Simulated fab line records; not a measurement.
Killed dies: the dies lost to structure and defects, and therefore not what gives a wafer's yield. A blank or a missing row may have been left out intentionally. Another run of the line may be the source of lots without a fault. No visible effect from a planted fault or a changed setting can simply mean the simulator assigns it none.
fab line records	flow sky130
record: lots: 6	wafers: 18	last-day: 48
route steps=708 shown VIA1@473 METAL2@483 PAD_OPEN@708
lots that met no fault: taken from a fault-free run of the same line
start-h: hours from the record's first day to the start of the lot's first wafer shown	wait-h: how many hours have passed since the lot's step before this one	" the same as in the row above	L1.1+2: a single row standing in for several wafers	- no value, or no start was given	* or withheld: withheld	< > ~ a bound
route shown NAME@n: names a module that has steps shown in the file, with the first one's number in the route	usual: mean and standard deviation over wafers with no fault	same: alike in all rows	chamber/n: place in a boat	sites: readings site by site	_std_site: their standard deviation	_edge_site: outer sites' mean less inner sites'	radius-mm: for every site, how far away it sits from the centre of the wafer	mask NAME#n: copy n	behind: the last tool/chamber to shape the wafer	hold: why the lot went on hold/how many hours it stayed there/how the hold came to an end	device: names the non-switching transistor (n, p or np)	end of line: tests of these same wafers at the route's end	a step without rows: its recipe alone	killed: the dies lost at the first sort to structure and to defects; this is not the yield of the wafer	map: the dies of a wafer, with x for killed, . for not killed, _ for no die there
set.NAME: the setting the step ran with; set.NAME@STEP: the setting that earlier step ran with	model.NAME: the simulator's own value behind a step, which no gauge read
lots seen at some steps along the route; tables by step, rows by wafer
services: when a tool's chamber went out of use (start-h, in hours from the record's first day, below 0 if earlier), for how many hours, and the reason
== steps ==
step: SKY_VIA1_ETCH_15
recipe: target: SiO2	chemistry: C4F8/O2/Ar	target-depth-nm: 351	stop-on: TiN	mask-material: KrF-thick	source-w: 1500	bias-w: 1200	pressure-mtorr: 40	c4f8-flow-sccm: withheld	O2_flow_sccm: 6	Ar_flow_sccm: 300	time-s: 54
usual: bias-w: 1201/3.4	oes-product-au: 0.980/0.0065
lot.wafer	tool	chamber	start-h	wait-h	bias-w	oes-product-au	rf-hours-counter-h
L619.4	rie-diel-04	1	816.40	0.0	1202	0.994	-
L619.5	"	2	"	"	1200	0.977	-
L619.6	"	3	"	"	1197	0.980	-
L623.3	rie-diel-04	0	844.67	0.0	1204	0.987	9
L623.5	"	3	"	"	1197	0.983	-
L623.6	"	2	"	"	1201	0.975	-
L625.1	rie-diel-04	3	858.67	0.0	1203	0.978	8
L625.3	"	1	"	"	1200	0.978	12
L625.5	"	3	"	"	1198	0.994	-
L627.3	rie-diel-04	0	881.62	0.0	1202	0.980	10
L627.5	"	0	"	"	1200	0.985	-
L627.6	"	3	"	"	1199	0.989	-
L632.2	rie-diel-03	3	911.42	0.0	1203	0.981	2
L632.3	"	1	"	"	1203	0.973	6
L632.5	"	0	"	"	1200	0.971	-
L635.3	rie-diel-01	0	930.57	0.0	1199	0.971	10
L635.4	"	1	"	"	1201	0.985	20
L635.5	"	1	"	"	1205	0.982	-
step: SKY_VIA1_STRIP_16
recipe: chemistry: O2/N2	power-w: 1400	pressure-mtorr: 1500	platen-temp-c: withheld	o2-flow-sccm: 3000	n2-flow-sccm: 300	overash-fraction: 0.5
step: SKY_VIA1_STRIP_17
recipe: chemistry: post-etch-residue-remover	time-s: 1200	temp-c: 72.5
step: SKY_VIA1_CLEAN_18
recipe: chemistry: IPA	time-s: 180	temp-c: 25
step: SKY_VIA1_CLEAN_19
recipe: chemistry: O3/DIW	dry: n2-spin
step: SKY_VIA1_SPUTTER_20
recipe: material: TiN	target-thk-nm: 20	chamber-pressure-pa: 5	power-w: 4000	time-s: 80
step: SKY_VIA1_CVD_21
recipe: material: W	target-thk-nm: 270	time-s: 80.902	temp-c: 400	pressure-torr: 40
usual: heater-power-w: 920/20
lot.wafer	tool	chamber	start-h	wait-h	heater-power-w
L619.4	cvd-w-01	0	817.11	0.1	920
L619.5	"	0	"	"	942
L619.6	"	1	"	"	884
L623.3	cvd-w-02	0	845.40	0.1	925
L623.5	"	1	"	"	921
L623.6	"	0	"	"	919
L625.1	cvd-w-02	1	859.37	0.0	925
L625.3	"	0	"	"	909
L625.5	"	0	"	"	931
L627.3	cvd-w-02	0	882.35	0.1	940
L627.5	"	1	"	"	941
L627.6	"	0	"	"	937
L632.2	cvd-w-02	1	912.19	0.1	955
L632.3	"	1	"	"	931
L632.5	"	1	"	"	923
L635.3	cvd-w-01	0	931.34	0.1	892
L635.4	"	1	"	"	906
L635.5	"	0	"	"	895
step: SKY_VIA1_RS_MEAS_22
recipe: thk-meas-gauge: four-point-probe	reads: W_of_VIA1_CVD_21+TiN_of_VIA1_SPUTTER_20
usual: VIA1_W_RS: 0.426/0.0047
lot.wafer	tool	chamber	start-h	wait-h	VIA1_W_RS[ohm/sq]
L619.4	film-metro-03	-	817.23	0.1	0.430
L619.5	"	-	"	"	0.428
L619.6	"	-	"	"	0.425
L623.3	film-metro-03	-	845.50	0.1	0.425
L623.5	"	-	"	"	0.437
L623.6	"	-	"	"	0.425
L625.1	film-metro-04	-	859.46	0.1	0.427
L625.3	"	-	"	"	0.426
L625.5	"	-	"	"	0.424
L627.3	film-metro-03	-	882.46	0.1	0.424
L627.5	"	-	"	"	0.436
L627.6	"	-	"	"	0.423
L632.2	film-metro-03	-	912.36	0.1	0.433
L632.3	"	-	"	"	0.438
L632.5	"	-	"	"	0.434
L635.3	film-metro-03	-	931.44	0.1	0.430
L635.4	"	-	"	"	0.427
L635.5	"	-	"	"	0.420
step: SKY_VIA1_THK_MEAS_23
recipe: thk-meas-gauge: xrf	reads: W_of_VIA1_CVD_21
usual: VIA1_W_THK: 273/3.5
lot.wafer	tool	chamber	start-h	wait-h	VIA1_W_THK[nm]
L619.4	film-metro-03	-	817.32	0.1	269
L619.5	"	-	"	"	272
L619.6	"	-	"	"	273
L623.3	film-metro-03	-	845.60	0.1	272
L623.5	"	-	"	"	263
L623.6	"	-	"	"	270
L625.1	film-metro-04	-	859.58	0.1	272
L625.3	"	-	"	"	271
L625.5	"	-	"	"	273
L627.3	film-metro-03	-	882.56	0.1	276
L627.5	"	-	"	"	268
L627.6	"	-	"	"	276
L632.2	film-metro-03	-	912.47	0.1	267
L632.3	"	-	"	"	265
L632.5	"	-	"	"	269
L635.3	film-metro-03	-	931.54	0.1	273
L635.4	"	-	"	"	273
L635.5	"	-	"	"	278
step: SKY_VIA1_CMP_24
recipe: stop-on: SiO2	t-overpolish-s: 15	down-force-psi: 3.5	platen-rpm: 60	target-thk-nm: 0	pad-velocity-m-s: 0.94248
step: SKY_METAL2_SPUTTER_00
recipe: material: Ti	target-thk-nm: 15	power-w: 3000	time-s: 10	chamber-pressure-pa: 0.4
step: SKY_METAL2_SPUTTER_01
recipe: material: TiN	target-thk-nm: 20	power-w: 6500	time-s: 16.7	chamber-pressure-pa: 0.4
usual: cathode-dc-power-W: 6500.1/1.2	throttle-valve-pct: 30.1/0.94
lot.wafer	tool	chamber	start-h	wait-h	cathode-dc-power-W	throttle-valve-pct
L619.4	pvd-sputter-02	-	817.68	0.0	6502.0	30.5
L619.5	"	-	"	"	6501.0	31.3
L619.6	"	-	"	"	6498.2	30.3
L623.3	pvd-sputter-02	-	845.97	0.0	6500.3	28.4
L623.5	"	-	"	"	6501.6	30.1
L623.6	"	-	"	"	6499.5	30.5
L625.1	pvd-sputter-02	-	859.97	0.0	6498.2	30.7
L625.3	"	-	"	"	6499.5	31.4
L625.5	"	-	"	"	6496.9	31.7
L627.3	pvd-sputter-04	-	882.92	0.0	6501.0	31.2
L627.5	"	-	"	"	6498.0	31.0
L627.6	"	-	"	"	6497.6	29.6
L632.2	pvd-sputter-04	-	912.99	0.0	6502.0	30.8
L632.3	"	-	"	"	6499.2	31.0
L632.5	"	-	"	"	6500.1	30.0
L635.3	pvd-sputter-04	-	931.91	0.0	6499.8	31.1
L635.4	"	-	"	"	6500.6	31.1
L635.5	"	-	"	"	6500.8	31.1
step: SKY_METAL2_SPUTTER_02
recipe: material: AlCu	target-thk-nm: 250	power-w: 10600	time-s: 13.3	chamber-pressure-pa: 0.4
usual: cathode-dc-power-W: 10600/2	throttle-valve-pct: 30.1/0.91
lot.wafer	tool	chamber	start-h	wait-h	cathode-dc-power-W	throttle-valve-pct	model.AlCu_of_METAL2_SPUTTER_02.thk-nm
L619.4	pvd-sputter-02	-	817.70	0.0	10602	30.4	251.1
L619.5	"	-	"	"	10601	31.1	253.1
L619.6	"	-	"	"	10600	30.2	251
L623.3	pvd-sputter-02	-	845.99	0.0	10600	28.4	253.1
L623.5	"	-	"	"	10599	30.2	251
L623.6	"	-	"	"	10602	30.8	247.7
L625.1	pvd-sputter-02	-	859.99	0.0	10600	30.7	249
L625.3	"	-	"	"	10601	31.0	252.2
L625.5	"	-	"	"	10599	31.4	252.4
L627.3	pvd-sputter-04	-	882.94	0.0	10603	31.4	252.9
L627.5	"	-	"	"	10598	30.9	253.8
L627.6	"	-	"	"	10601	29.7	251.3
L632.2	pvd-sputter-04	-	913.01	0.0	10603	31.1	83.51
L632.3	"	-	"	"	10601	31.2	86.14
L632.5	"	-	"	"	10600	30.2	79.89
L635.3	pvd-sputter-04	-	931.93	0.0	10600	31.2	82.79
L635.4	"	-	"	"	10599	30.7	83.84
L635.5	"	-	"	"	10598	31.2	82.56
step: SKY_METAL2_SPUTTER_03
recipe: material: Ti	target-thk-nm: 5	power-w: 3000	time-s: 3.3	chamber-pressure-pa: 0.4
usual: cathode-dc-power-W: 3000.0/0.49	throttle-valve-pct: 30.1/0.93
lot.wafer	tool	chamber	start-h	wait-h	cathode-dc-power-W	throttle-valve-pct
L619.4	pvd-sputter-02	-	817.73	0.0	2999.1	30.5
L619.5	"	-	"	"	2999.4	31.6
L619.6	"	-	"	"	3000.5	30.1
L623.3	pvd-sputter-02	-	846.02	0.0	2999.5	28.7
L623.5	"	-	"	"	3000.6	29.9
L623.6	"	-	"	"	3000.7	30.4
L625.1	pvd-sputter-02	-	860.02	0.0	2999.7	30.9
L625.3	"	-	"	"	2999.7	31.2
L625.5	"	-	"	"	3000.6	31.5
L627.3	pvd-sputter-04	-	882.97	0.0	2999.3	31.2
L627.5	"	-	"	"	2999.9	31.1
L627.6	"	-	"	"	2999.7	29.9
L632.2	pvd-sputter-04	-	913.04	0.0	3000.5	31.2
L632.3	"	-	"	"	2999.3	30.9
L632.5	"	-	"	"	3000.4	29.9
L635.3	pvd-sputter-04	-	931.96	0.0	2999.9	31.0
L635.4	"	-	"	"	3000.3	31.1
L635.5	"	-	"	"	3000.2	31.2
step: SKY_METAL2_SPUTTER_04
recipe: material: TiN	target-thk-nm: 70	power-w: 6500	time-s: 58.3	chamber-pressure-pa: 0.4
usual: cathode-dc-power-W: 6499.9/1.3	throttle-valve-pct: 30.1/0.94
lot.wafer	tool	chamber	start-h	wait-h	cathode-dc-power-W	throttle-valve-pct
L619.4	pvd-sputter-02	-	817.74	0.0	6498.3	30.6
L619.5	"	-	"	"	6497.7	31.6
L619.6	"	-	"	"	6499.1	30.3
L623.3	pvd-sputter-02	-	846.04	0.0	6499.9	28.5
L623.5	"	-	"	"	6500.0	30.0
L623.6	"	-	"	"	6500.1	30.5
L625.1	pvd-sputter-02	-	860.03	0.0	6497.9	30.4
L625.3	"	-	"	"	6500.6	31.5
L625.5	"	-	"	"	6500.0	31.3
L627.3	pvd-sputter-04	-	882.99	0.0	6500.4	31.3
L627.5	"	-	"	"	6499.1	31.0
L627.6	"	-	"	"	6501.0	29.6
L632.2	pvd-sputter-04	-	913.06	0.0	6499.1	31.2
L632.3	"	-	"	"	6501.8	31.0
L632.5	"	-	"	"	6497.3	29.9
L635.3	pvd-sputter-04	-	931.98	0.0	6500.8	31.2
L635.4	"	-	"	"	6502.0	31.0
L635.5	"	-	"	"	6501.3	31.2
step: SKY_METAL2_RS_MEAS_05
recipe: thk-meas-gauge: four-point-probe	reads: TiN_of_METAL2_SPUTTER_04+Ti_of_METAL2_SPUTTER_03+AlCu_of_METAL2_SPUTTER_02+TiN_of_METAL2_SPUTTER_01+Ti_of_METAL2_SPUTTER_00
usual: METAL2_ALCU_RS: 0.1262/0.0014
lot.wafer	tool	chamber	start-h	wait-h	hold	METAL2_ALCU_RS[ohm/sq]
L619.4	film-metro-03	-	817.85	0.1	-	0.1262
L619.5	"	-	"	"	-	0.1253
L619.6	"	-	"	"	-	0.1262
L623.3	film-metro-03	-	846.12	0.1	-	0.1252
L623.5	"	-	"	"	-	0.1264
L623.6	"	-	"	"	-	0.1278
L625.1	film-metro-01	-	860.08	0.0	-	0.1274
L625.3	"	-	"	"	-	0.1258
L625.5	"	-	"	"	-	0.1257
L627.3	film-metro-03	-	883.07	0.1	-	0.1255
L627.5	"	-	"	"	-	0.1249
L627.6	"	-	"	"	-	0.1258
L632.2	film-metro-02	-	913.13	0.0	await-dispo/0.2h/release	0.4049
L632.3	"	-	"	"	await-dispo/0.2h/release	0.3902
L632.5	"	-	"	"	await-dispo/0.2h/release	0.4244
L632.2	film-metro-02	-	913.46	0.3	-	0.4046
L632.3	"	-	"	"	-	0.3906
L632.5	"	-	"	"	-	0.4246
L635.3	film-metro-01	-	932.06	0.1	await-dispo/0.2h/release	0.4089
L635.4	"	-	"	"	await-dispo/0.2h/release	0.4031
L635.5	"	-	"	"	await-dispo/0.2h/release	0.4101
L635.3	film-metro-01	-	932.35	0.3	-	0.4089
L635.4	"	-	"	"	-	0.4031
L635.5	"	-	"	"	-	0.4112
step: SKY_PAD_OPEN_PROBE_99
usual: defect-limited-yield: 82.5/2	killed_at_M0_to_M3: 44/7.4	killed_at_M4_up: 3.0/1.8	killed-at-contacts: 24/5.1	killed-at-front-end: 15/4.3	killed-at-other: 0.3/0.54	killed-dies: 86/9.9	killed-open: 47/7.1	killed-short: 38/6.7	sort_bin_3_pad_short: 0.8/0.39	sort_bin_5_function: 10.4/1.5	sort_bin_6_memory: 6.2/1.2	sort-n-pass: 406/9.9	sort-yield-pct: 82.5/2
same: gross-dies: 492	killed-at-back-side: 0	sort_bin_4_leakage[%]: 0	sort_bin_8_speed[%]: 0
lot.wafer	tool	chamber	start-h	wait-h	defect-limited-yield[%]	killed_at_M0_to_M3	killed_at_M4_up	killed-at-contacts	killed-at-front-end	killed-at-other	killed-dies	killed-open	killed-short	sort_bin_3_pad_short[%]	sort_bin_5_function[%]	sort_bin_6_memory[%]	sort-n-pass	sort-yield-pct[%]
L619.4	prober-01	-	1097.44	0.2	82.9	44	3	23	14	0	84	53	31	0.6	8.9	7.5	408	82.9
L619.5	prober-01	-	1097.49	0.2	83.9	44	2	17	16	0	79	31	48	1.6	9.1	5.3	413	83.9
L619.6	prober-01	-	1097.54	0.2	85.0	34	0	31	9	0	74	33	41	1.4	6.9	6.7	418	85.0
killed by level:class
L619.4 VIA1:geometric-particle:open=10 VIA3:geometric-particle:open=10 VIA2:geometric-particle:open=9 CONTACT:geometric-particle:open=7 LOCAL_INTERCONNECT:geometric-particle:short=5 CONTACT:geometric-particle:short=5 POLY_GATE:geometric-particle:open=4 POLY_GATE:geometric-particle:short=3
L619.5 FIELD_ISO:geometric-particle:short=8 LI_CONTACT:geometric-particle:open=8 METAL2:geometric-particle:short=7 VIA3:geometric-particle:open=6 METAL1:geometric-particle:short=5 VIA1:geometric-particle:open=5 VIA2:geometric-particle:open=5 VIA2:geometric-particle:short=5
L619.6 LI_CONTACT:geometric-particle:open=12 VIA3:geometric-particle:short=7 METAL1:geometric-particle:short=6 CONTACT:geometric-particle:short=5 LI_CONTACT:geometric-particle:short=5 CONTACT:geometric-particle:open=5 LOCAL_INTERCONNECT:geometric-particle:short=4 METAL2:geometric-particle:short=4
== services ==
tool	chamber	start-h	hours	kind
pvd-sputter-02	-	794.62	0.8	repair
rie-diel-03	3	809.02	-	clean
rie-diel-03	3	809.02	30.7	scheduled-down
rie-diel-03	3	809.02	30.7	vent-cycle
rie-diel-04	0	809.44	9.0	repair
cvd-w-01	-	817.25	6.9	pm
rie-diel-04	1	818.68	4.9	repair
rie-diel-03	-	842.47	14.6	pm
pvd-sputter-02	0	875.04	-	consumable-replace:kit
pvd-sputter-02	0	875.04	18.0	scheduled-down
pvd-sputter-02	0	875.04	18.0	vent-cycle
rie-diel-04	3	882.93	4.1	repair
rie-diel-03	1	899.67	6.2	repair
cvd-w-01	-	904.00	14.0	pm
cvd-w-01	0	904.00	14.0	vent-cycle
cvd-w-01	1	904.00	14.0	vent-cycle
cvd-w-01	0	918.00	-	clean
cvd-w-01	1	918.00	-	clean
rie-diel-03	3	929.04	6.7	repair
== key ==
first-sign: step: SKY_METAL2_RS_MEAS_05	reading: visit	direction: added
effect: step: SKY_METAL2_RS_MEAS_05	reading: METAL2_ALCU_RS	direction: up	sigmas: 99+	usual: 0.1262	struck: 0.4070
model-effect: step: SKY_METAL2_SPUTTER_02	value: AlCu_of_METAL2_SPUTTER_02.thk-nm	without: 254	struck: 83.12
met-at SKY_METAL2_SPUTTER_02
struck-wafers L632.2,L632.3,L632.5,L635.3,L635.4,L635.5
scrapped-behind SKY_METAL2_RS_MEAS_05 L632.2,L632.3,L632.5,L635.3,L635.4,L635.5
onset-between 882.94 913.01
also-fits time
fault: kind: process-parameter-drift	tool: pvd-sputter-04	chamber: -	onset-h: 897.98	steps: SKY_METAL2_SPUTTER_02	channel: target-thk-nm	offset: -170.84	shape: step	end-h: 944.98	acts-in: these-recipes-only	stated: 250
